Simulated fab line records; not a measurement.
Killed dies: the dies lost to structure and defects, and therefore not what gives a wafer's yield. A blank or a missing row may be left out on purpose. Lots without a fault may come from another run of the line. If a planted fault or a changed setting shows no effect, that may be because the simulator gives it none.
fab line records	flow sky130
record: lots: 6	wafers: 18	lastDay: 50
route steps=708 shown NWELL@65 PAD_OPEN@708
lots untouched by any fault: they come from a run of this same line in which no faults occurred
startH: start of the lot's first displayed wafer, in hours after the record's first day	waitH: how many hours have passed since the lot's step before this one	" same as the row above	L1.1+2: one row covering several wafers at once	- no value present, or no start provided	* or withheld: withheld	< > ~ a bound
route shown NAME@n: a module of which the file shows steps, and the number in the route of the first	usual: mean/standard deviation of fault-free wafers	same: alike in all rows	chamber/n: place in a boat	sites: each site's reading	_std_site: the standard deviation of these	_edge_site: mean of outer sites minus mean of inner sites	radiusMm: how far each site lies from the wafer's centre	mask NAME#n: copy n	behind: the most recent tool/chamber to have shaped the wafer	hold: cause of the lot's hold/its duration in hours/its outcome	device: the transistor (n, p or np) that didn't switch	end of line: the route-end tests of the same wafers	step lacking rows: just its recipe	killed: dies that structure and defects cost at the first sort, which is not the same as the wafer's yield	map: a wafer's dies, x killed, . not, _ none there
set.NAME: the run value of the setting; set.NAME@STEP: its run value at that earlier step	model.NAME: the simulator's own value behind a step, which no gauge read
certain route steps with their lots: each step a table, each wafer a row
services: when a tool's chamber went out of use (startH, in hours from the record's first day, below 0 if earlier), for how many hours, and the reason
== steps ==
step: SKY_NWELL_IMPLANT_12
recipe: species: P	energyKev: 120	doseCm2: 1.3e+12	tiltDeg: withheld
step: SKY_NWELL_IMPLANT_13
recipe: species: P	energyKev: 50	doseCm2: 7e+11	tiltDeg: withheld
step: SKY_NWELL_STRIP_14
recipe: chemistry: O2/N2	powerW: 1400	pressureMtorr: 1500	platenTempC: withheld	o2FlowSccm: 3000	n2FlowSccm: 300	overashFraction: 0.5
usual: drypumpMotorCurrentA: 5.8/0.6	n2FlowSccm: 300.0/0.81	oesProductAu: 0.723/0.0048	stripTimeToEndpointS: 36.93/0.092
lot.wafer	tool	chamber	startH	waitH	drypumpMotorCurrentA	n2FlowSccm	oesProductAu	rfHoursCounterH	stripTimeToEndpointS
L898.3	plasmaAsher-03	0	111.67	0.1	5.7	299.8	0.721	-	37.06
L898.5	"	1	"	"	6.8	300.3	0.719	-	36.98
L898.6	"	0	"	"	5.8	299.5	0.724	-	36.99
L899.2	plasmaAsher-01	1	114.97	0.1	6.2	300.6	0.733	44	36.95
L899.3	"	0	"	"	5.5	298.6	0.717	-	36.88
L899.6	"	1	"	"	6.2	299.7	0.726	-	36.86
L902.3	plasmaAsher-01	1	131.90	0.1	6.3	297.9	0.722	-	37.09
L902.5	"	0	"	"	5.5	301.5	0.719	-	36.96
L902.6	"	1	"	"	6.2	298.9	0.732	-	37.09
L914.2	plasmaAsher-01	1	204.98	0.1	6.2	301.3	0.724	53	36.94
L914.4	"	0	"	"	5.5	299.7	0.726	-	37.00
L914.5	"	1	"	"	6.2	300.1	0.721	-	36.99
L916.1	plasmaAsher-04	1	214.08	0.1	5.4	301.5	0.715	9	36.92
L916.4	"	0	"	"	5.0	299.8	0.731	-	37.03
L916.5	"	1	"	"	5.5	300.2	0.722	-	37.01
L917.1	plasmaAsher-03	1	218.02	0.1	6.8	300.5	0.727	53	36.85
L917.2	"	0	"	"	5.8	298.2	0.727	53	36.76
L917.5	"	0	"	"	5.8	299.3	0.713	-	36.75
step: SKY_NWELL_TW_MEAS_15
usual: NWELL_TW: 1818/24
lot.wafer	tool	chamber	startH	waitH	NWELL_TW
L898.3	filmMetro-03	-	111.76	0.1	1842
L898.5	"	-	"	"	1858
L898.6	"	-	"	"	1837
L899.2	filmMetro-03	-	115.09	0.1	1857
L899.3	"	-	"	"	1847
L899.6	"	-	"	"	1850
L902.3	filmMetro-03	-	131.99	0.1	1847
L902.5	"	-	"	"	1848
L902.6	"	-	"	"	1841
L914.2	filmMetro-03	-	205.09	0.1	1860
L914.4	"	-	"	"	1862
L914.5	"	-	"	"	1857
L916.1	filmMetro-02	-	214.18	0.1	1811
L916.4	"	-	"	"	1820
L916.5	"	-	"	"	1815
L917.1	filmMetro-01	-	218.12	0.1	1798
L917.2	"	-	"	"	1787
L917.5	"	-	"	"	1787
step: SKY_NWELL_DEHYDRATE_16
recipe: tempC: 200	timeS: 60
step: SKY_NWELL_HMDS_17
recipe: primeTimeS: 60	primeTempC: 120
step: SKY_NWELL_COAT_18
recipe: spinRpm: 2000	resistThkNm: 3000
step: SKY_NWELL_SOFTBAKE_19
recipe: tempC: 110	timeS: withheld
step: SKY_NWELL_EXPOSE_20
recipe: maskId: NWM_COMPLEMENT	na: 0.6	sourceShape: conventional	sigmaOuter: 0.6	polarization: unpolarized	targetCdNm: 840	doseMj: 260
step: SKY_NWELL_PEB_21
recipe: tempC: 115	timeS: withheld
step: SKY_NWELL_DEVELOP_22
recipe: wallAngleDeg: 90	developer: TMAH	developTimeS: 60	devTempC: 23
step: SKY_NWELL_OVL_MEAS_23
usual: NWELL_01_OVL: -0.5/1.1
lot.wafer	tool	chamber	startH	waitH	NWELL_01_OVL[nm]
L898.3	overlay-01	-	129.29	-	1.5
L898.5	"	-	"	"	-0.7
L898.6	"	-	"	"	1.3
L899.2	overlay-01	-	133.50	-	0.1
L899.3	"	-	"	"	-1.4
L899.6	"	-	"	"	-1.5
L902.3	overlay-01	-	150.46	-	-0.9
L902.5	"	-	"	"	0.7
L902.6	"	-	"	"	-1.2
L914.2	overlay-01	-	227.21	-	0.7
L914.4	"	-	"	"	0.7
L914.5	"	-	"	"	-0.3
L916.1	overlay-02	-	235.95	-	-0.4
L916.4	"	-	"	"	0.4
L916.5	"	-	"	"	-2.0
L917.1	overlay-02	-	241.05	-	-2.6
L917.2	"	-	"	"	-1.5
L917.5	"	-	"	"	-0.4
step: SKY_NWELL_IMPLANT_24
recipe: species: B	energyKev: 140	doseCm2: 9.2e+12	tiltDeg: withheld
usual: doseIonsCm2: 9.202e+12/1e+10	faradayCurrentUA: 51.9/0.98
same: implantIonAmu: 11
lot.wafer	tool	chamber	startH	waitH	doseIonsCm2	faradayCurrentUA
L898.3	implanter-02	0	129.37	0.1	9.189e+12	51.1
L898.5	"	0	"	"	9.204e+12	52.0
L898.6	"	0	"	"	9.221e+12	50.4
L899.2	implanter-03	0	133.56	0.0	9.21e+12	50.6
L899.3	"	0	"	"	9.217e+12	53.3
L899.6	"	0	"	"	9.203e+12	51.7
L902.3	implanter-04	0	150.54	0.1	9.197e+12	52.0
L902.5	"	0	"	"	9.2e+12	52.4
L902.6	"	0	"	"	9.207e+12	53.4
L914.2	implanter-02	0	227.26	0.0	1.0231e+13	55.4
L914.4	"	0	"	"	1.0234e+13	56.3
L914.5	"	0	"	"	1.0229e+13	60.2
L916.1	implanter-02	0	235.98	0.0	1.0228e+13	57.8
L916.4	"	0	"	"	1.0231e+13	57.5
L916.5	"	0	"	"	1.0218e+13	57.9
L917.1	implanter-04	0	241.08	0.0	9.198e+12	50.5
L917.2	"	0	"	"	9.189e+12	50.5
L917.5	"	0	"	"	9.198e+12	52.1
step: SKY_NWELL_STRIP_25
recipe: chemistry: O2/N2	powerW: 1400	pressureMtorr: 1500	platenTempC: withheld	o2FlowSccm: 3000	n2FlowSccm: 300	overashFraction: 0.5
usual: drypumpMotorCurrentA: 5.8/0.57	n2FlowSccm: 300.0/0.77	oesProductAu: 0.722/0.0044	stripTimeToEndpointS: 36.90/0.11
lot.wafer	tool	chamber	startH	waitH	drypumpMotorCurrentA	n2FlowSccm	oesProductAu	rfHoursCounterH	stripTimeToEndpointS
L898.3	plasmaAsher-03	1	129.50	0.1	6.8	299.9	0.722	-	36.91
L898.5	"	1	"	"	6.8	299.6	0.717	-	36.98
L898.6	"	0	"	"	5.7	301.2	0.729	-	37.02
L899.2	plasmaAsher-04	0	133.68	0.1	5.0	300.2	0.717	1	36.82
L899.3	"	0	"	"	5.0	300.5	0.728	-	36.79
L899.6	"	1	"	"	5.4	300.1	0.725	-	36.94
L902.3	plasmaAsher-04	1	150.67	0.1	5.4	299.8	0.721	-	36.82
L902.5	"	1	"	"	5.4	298.9	0.722	-	36.78
L902.6	"	0	"	"	5.0	300.1	0.724	-	36.78
L914.2	plasmaAsher-01	1	227.39	0.1	6.2	298.3	0.720	55	37.03
L914.4	"	0	"	"	5.5	301.6	0.732	-	37.02
L914.5	"	0	"	"	5.5	300.2	0.720	-	37.02
L916.1	plasmaAsher-04	1	236.13	0.1	5.4	299.2	0.723	11	36.66
L916.4	"	0	"	"	5.0	299.7	0.716	-	36.70
L916.5	"	0	"	"	5.0	298.9	0.721	-	36.69
L917.1	plasmaAsher-01	0	241.23	0.1	5.5	300.2	0.731	56	36.76
L917.2	"	1	"	"	6.2	301.1	0.717	56	36.73
L917.5	"	1	"	"	6.3	300.3	0.722	-	36.77
step: SKY_PAD_OPEN_PROBE_99
usual: killed_at_M0_to_M3: 44/7.4	killed_at_M4_up: 3.2/1.8	killedAtContacts: 25/5.2	killedAtFrontEnd: 15/4.5	killedAtOther: 0.2/0.43	killedDies: 87/9.6	killedOnRim: 17/3.9	killedOpen: 48/7.6	killedShort: 40/5.7
same: grossDies: 492	killedAtBackSide: 0
lot.wafer	tool	chamber	startH	waitH	killed_at_M0_to_M3	killed_at_M4_up	killedAtContacts	killedAtFrontEnd	killedAtOther	killedDies	killedOnRim	killedOpen	killedShort	model.etest.pfet_16v.rOnOhmUm	model.etest.resPwellUnderGate.rsOhmSq	model.etest.pfet_16v.driveUaUm	model.etest.fieldN.vtV
L898.3	prober-01	-	1102.32	0.2	35	6	28	6	0	75	12	41	34	1.491e+04	2281	243.9	34.84
L898.5	prober-01	-	1102.42	0.2	38	1	23	13	0	75	12	42	33	1.487e+04	2254	245.9	35.26
L898.6	prober-01	-	1102.47	0.2	35	1	23	10	0	69	17	37	32	1.489e+04	2262	243.7	34.56
L899.2	prober-02	-	1107.00	0.1	54	4	31	13	0	102	25	54	48	1.51e+04	2291	247.6	35.87
L899.3	prober-02	-	1107.05	0.2	44	2	30	13	1	90	16	55	35	1.525e+04	2288	243.1	35.88
L899.6	prober-02	-	1107.20	0.2	47	3	20	19	0	89	11	42	47	1.537e+04	2281	241.9	36.06
L902.3	prober-01	-	1125.43	0.2	27	1	29	19	0	76	16	41	35	1.441e+04	2261	256	35.33
L902.5	prober-01	-	1125.53	0.2	41	6	18	24	0	89	23	50	39	1.425e+04	2275	256.9	35.06
L902.6	prober-01	-	1125.58	0.2	45	4	11	27	0	87	20	46	41	1.468e+04	2272	256.9	35.93
L914.2	prober-01	-	1188.07	0.1	30	3	23	15	0	71	15	35	36	1.432e+04	2133	256.3	37.99
L914.4	prober-01	-	1188.17	0.2	44	2	24	18	0	88	15	49	39	1.423e+04	2144	257.6	38.09
L914.5	prober-01	-	1188.22	0.2	38	6	27	11	0	82	17	49	33	1.442e+04	2127	257.5	37.95
L916.1	prober-01	-	1194.23	0.1	33	3	19	14	0	69	13	32	37	1.401e+04	2138	262.4	37.62
L916.4	prober-01	-	1194.38	0.2	44	2	27	20	1	94	17	50	44	1.426e+04	2122	261	37.97
L916.5	prober-01	-	1194.43	0.2	42	3	18	21	0	84	18	45	39	1.403e+04	2134	266.3	37.59
L917.1	prober-02	-	1195.98	0.1	58	1	23	15	0	97	18	49	48	1.508e+04	2285	252.7	35.81
L917.2	prober-02	-	1196.03	0.1	46	1	18	15	0	80	14	46	34	1.481e+04	2304	254.4	35.59
L917.5	prober-02	-	1196.18	0.2	47	4	23	10	0	84	14	47	37	1.53e+04	2299	250.1	35.89
killed by level:class
L898.3 VIA1:geometricParticle:open=13 CONTACT:geometricParticle:open=10 METAL2:geometricParticle:short=8 LOCAL_INTERCONNECT:geometricParticle:short=6 LI_CONTACT:geometricParticle:open=5 CONTACT:geometricParticle:short=4 METAL1:geometricParticle:short=4 METAL4:geometricParticle:short=4
L898.5 VIA1:geometricParticle:open=10 CONTACT:geometricParticle:open=7 VIA2:geometricParticle:open=7 CONTACT:geometricParticle:short=6 VIA2:geometricParticle:short=6 LI_CONTACT:geometricParticle:open=5 LOCAL_INTERCONNECT:geometricParticle:short=5 VIA3:geometricParticle:open=5
L898.6 CONTACT:geometricParticle:open=10 VIA1:geometricParticle:open=9 LOCAL_INTERCONNECT:geometricParticle:short=4 METAL1:geometricParticle:short=4 VIA1:geometricParticle:short=4 METAL2:geometricParticle:short=4 LI_CONTACT:geometricParticle:open=3 LI_CONTACT:geometricParticle:short=3
L899.2 VIA2:geometricParticle:open=12 VIA1:geometricParticle:open=10 CONTACT:geometricParticle:open=9 METAL1:geometricParticle:short=9 LI_CONTACT:geometricParticle:open=7 VIA1:geometricParticle:short=6 LI_CONTACT:geometricParticle:short=5 LOCAL_INTERCONNECT:geometricParticle:short=5
L899.3 CONTACT:geometricParticle:open=15 VIA1:geometricParticle:open=13 VIA2:geometricParticle:open=9 CONTACT:geometricParticle:short=5 VIA1:geometricParticle:short=5 POLY_GATE:geometricParticle:open=4 LI_CONTACT:geometricParticle:open=4 METAL1:geometricParticle:short=4
L899.6 METAL2:geometricParticle:short=10 CONTACT:geometricParticle:open=9 VIA1:geometricParticle:open=7 VIA3:geometricParticle:short=6 FIELD_ISO:geometricParticle:short=5 VIA2:geometricParticle:open=5 CONTACT:geometricParticle:short=5 FIELD_ISO:geometricParticle:open=4
L902.3 CONTACT:geometricParticle:open=10 VIA1:geometricParticle:open=8 CONTACT:geometricParticle:short=7 LI_CONTACT:geometricParticle:open=6 FIELD_ISO:geometricParticle:short=5 POLY_GATE:geometricParticle:open=5 METAL3:geometricParticle:short=5 POLY_GATE:geometricParticle:short=4
L902.5 VIA1:geometricParticle:open=10 CONTACT:geometricParticle:open=9 VIA2:geometricParticle:open=8 POLY_GATE:geometricParticle:open=7 POLY_GATE:geometricParticle:short=7 METAL2:geometricParticle:short=4 VIA3:geometricParticle:short=4 LOCAL_INTERCONNECT:geometricParticle:short=3
L902.6 VIA1:geometricParticle:open=10 POLY_GATE:geometricParticle:short=8 METAL2:geometricParticle:short=7 FIELD_ISO:geometricParticle:open=6 POLY_GATE:geometricParticle:open=6 LI_CONTACT:geometricParticle:open=5 METAL3:geometricParticle:short=5 VIA3:geometricParticle:open=5
L914.2 CONTACT:geometricParticle:open=10 METAL1:geometricParticle:short=7 POLY_GATE:geometricParticle:short=6 VIA1:geometricParticle:open=6 VIA2:geometricParticle:open=5 LOCAL_INTERCONNECT:geometricParticle:short=5 FIELD_ISO:geometricParticle:open=4 CONTACT:geometricParticle:short=4
L914.4 CONTACT:geometricParticle:open=12 VIA1:geometricParticle:open=8 POLY_GATE:geometricParticle:open=6 METAL1:geometricParticle:short=6 VIA2:geometricParticle:open=6 CONTACT:geometricParticle:short=5 METAL2:geometricParticle:short=5 FIELD_ISO:geometricParticle:short=4
L914.5 LI_CONTACT:geometricParticle:open=10 VIA1:geometricParticle:open=9 CONTACT:geometricParticle:open=8 VIA3:geometricParticle:open=7 METAL2:geometricParticle:short=5 METAL4:geometricParticle:short=5 LOCAL_INTERCONNECT:geometricParticle:short=4 METAL1:geometricParticle:short=4
L916.1 METAL1:geometricParticle:short=8 CONTACT:geometricParticle:open=7 FIELD_ISO:geometricParticle:short=5 VIA1:geometricParticle:open=5 VIA2:geometricParticle:open=5 VIA3:geometricParticle:open=5 LI_CONTACT:geometricParticle:open=4 POLY_GATE:geometricParticle:short=3
L916.4 CONTACT:geometricParticle:open=10 VIA1:geometricParticle:open=9 FIELD_ISO:geometricParticle:short=8 FIELD_ISO:geometricParticle:open=7 METAL3:geometricParticle:short=7 LI_CONTACT:geometricParticle:open=6 CONTACT:geometricParticle:short=6 VIA2:geometricParticle:open=6
L916.5 POLY_GATE:geometricParticle:open=9 VIA1:geometricParticle:short=7 VIA1:geometricParticle:open=7 METAL1:geometricParticle:short=6 METAL2:geometricParticle:short=6 LOCAL_INTERCONNECT:geometricParticle:short=5 LI_CONTACT:geometricParticle:open=4 VIA3:geometricParticle:open=4
L917.1 VIA1:geometricParticle:open=12 METAL1:geometricParticle:short=9 LI_CONTACT:geometricParticle:open=7 VIA2:geometricParticle:open=7 VIA3:geometricParticle:open=7 CONTACT:geometricParticle:open=5 VIA1:geometricParticle:short=5 METAL2:geometricParticle:short=5
L917.2 VIA1:geometricParticle:open=10 VIA3:geometricParticle:open=6 CONTACT:geometricParticle:open=6 METAL1:geometricParticle:short=6 VIA1:geometricParticle:short=6 LI_CONTACT:geometricParticle:open=5 METAL3:geometricParticle:short=5 FIELD_ISO:geometricParticle:open=4
L917.5 VIA1:geometricParticle:open=14 CONTACT:geometricParticle:open=10 METAL2:geometricParticle:short=7 VIA2:geometricParticle:short=6 VIA3:geometricParticle:open=6 LOCAL_INTERCONNECT:geometricParticle:short=5 METAL3:geometricParticle:short=4 FIELD_ISO:geometricParticle:open=3
== services ==
tool	chamber	startH	hours	kind
implanter-03	-	91.38	3.1	pm
implanter-04	-	95.88	3.0	repair
plasmaAsher-04	-	108.80	9.0	pm
plasmaAsher-04	0	108.80	9.0	ventCycle
plasmaAsher-04	1	108.80	9.0	ventCycle
implanter-04	-	114.33	5.4	pm
plasmaAsher-04	0	117.80	-	clean
plasmaAsher-04	1	117.80	-	clean
implanter-04	-	134.31	6.1	repair
plasmaAsher-01	-	169.70	1.8	repair
plasmaAsher-04	-	199.24	2.8	pm
implanter-03	-	209.59	3.6	pm
implanter-04	-	212.20	6.6	repair
plasmaAsher-04	-	217.45	0.4	repair
plasmaAsher-03	-	226.55	4.0	repair
== key ==
firstSign: step: SKY_NWELL_IMPLANT_24	reading: doseIonsCm2	direction: up	sigmas: 99+	usual: *	struck: *
effect: step: SKY_NWELL_IMPLANT_24	reading: faradayCurrentUA	direction: up	sigmas: 5.8	usual: 51.9	struck: 57.5
modelEffect: step: SKY_PAD_OPEN_PROBE_99	value: etest.pfet_16v.rOnOhmUm	without: 1.493e+04	struck: 1.421e+04
metAt SKY_NWELL_IMPLANT_24
struckWafers L914.2,L914.4,L914.5,L916.1,L916.4,L916.5
testerLeftOut L914,L916
onsetBetween 129.37 227.26
fault: kind: processParameterDrift	tool: implanter-02	chamber: -	onsetH: 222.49	steps: SKY_NWELL_IMPLANT_24	channel: doseCm2	offset: *	shape: step	endH: 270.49	actsIn: *	stated: *
testerLeftOut: of these lots the tester's yield and bins aren't shown, on N5 and GAA mostly nor the transistor test; their killed dies are dies lost to structure and defects alone, not to doping, threshold or leakage, so they don't give the yield
